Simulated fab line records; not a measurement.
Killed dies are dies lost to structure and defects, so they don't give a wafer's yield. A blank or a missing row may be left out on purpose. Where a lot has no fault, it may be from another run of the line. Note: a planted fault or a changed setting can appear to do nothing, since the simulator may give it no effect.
8D (eight disciplines) problem report, filled in by code || flow sky130 || the parts of the form that need people (team, actions taken, sign-off) are left out

## 1. THE ISSUE
Mean of beamEnergyKeV at SKY_PWDE_IMPLANT_08: 147.61 across 9 wafers in 3 lots; on wafers with no fault it is 150.01 (standard deviation 0.047). Relative to the usual mean, that is a shift of -51 standard deviations.
First seen on wafer L659.2, day 8 03:30, on implanter-03. Wafers with a number at this step in the record: 42, from 14 lots. By rule, "out" or "out of limits" means more than 4 standard deviations away from the usual mean. The other wafers with a number count as sound.

## 2. WHAT IT IS, AND WHAT IT ISN'T
{"question": "which readings at this step", "is": "beamEnergyKeV", "is not": "-"}
{"question": "which lots", "is": "L659, L660, L661", "is not": "L641, L644, L645, L648, L649, L650, L653, L654, L655, L658, L663"}
{"question": "which wafers of those lots", "is": "all that have a number", "is not": "-"}
{"question": "read on which tools", "is": "implanter-03", "is not": "implanter-01, implanter-04"}
{"question": "when", "is": "from day 8 03:30", "is not": "up to then (30 sound wafers); but 3 sound wafers of L663 came after"}

## 3. SUSPECTS, AND WHAT RULES EACH OUT
Counting: a tool at a process step up to the reading stays a suspect if it ran every lot that is out and no sound lot after the first of them.
- implanter-03 at SKY_PWDE_IMPLANT_08: kept. It ran every lot that is out, first L659 (day 8 03:30), and no sound lot after that; its last sound lot up to then is L655 (day 7 00:26). Out on those wafers are its own readings of beamEnergyKeV.
Left after counting: implanter-03 at SKY_PWDE_IMPLANT_08.

## 4. THE CAUSE (what the simulator had put in)
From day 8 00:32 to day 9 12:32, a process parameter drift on implanter-03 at SKY_PWDE_IMPLANT_08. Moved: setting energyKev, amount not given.
Only this tool survived the counting.

## 5. THE EFFECT CHAIN, in route order
One row per reading whose mean, taken over the struck wafers that have a number, lies over 3 standard deviations from the usual. Only readings for which the record gives a usual standard deviation are gone through. hours: the time from each lot's start at the first step in this table that gives one to its start at this step, as a median over the lots. sigmas: the change in usual standard deviations.
{"hours": 0, "step": "SKY_PWDE_IMPLANT_08", "reading": "beamEnergyKeV", "usual": 150.01, "on struck wafers": 147.61, "change": -2.40, "sigmas": -51}
Process steps it contains:
- SKY_PWDE_IMPLANT_08
Later measuring or inspecting steps at which every struck wafer that the step has a row for has a number for every such reading, and none has moved that far: SKY_NWELL_OVL_MEAS_10, SKY_NWELL_TW_MEAS_15.

## 6. WHAT WOULD HAVE CAUGHT IT SOONER
The fault began at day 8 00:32; the first out-of-limits reading in this record came at day 8 03:30, 3 hours later.
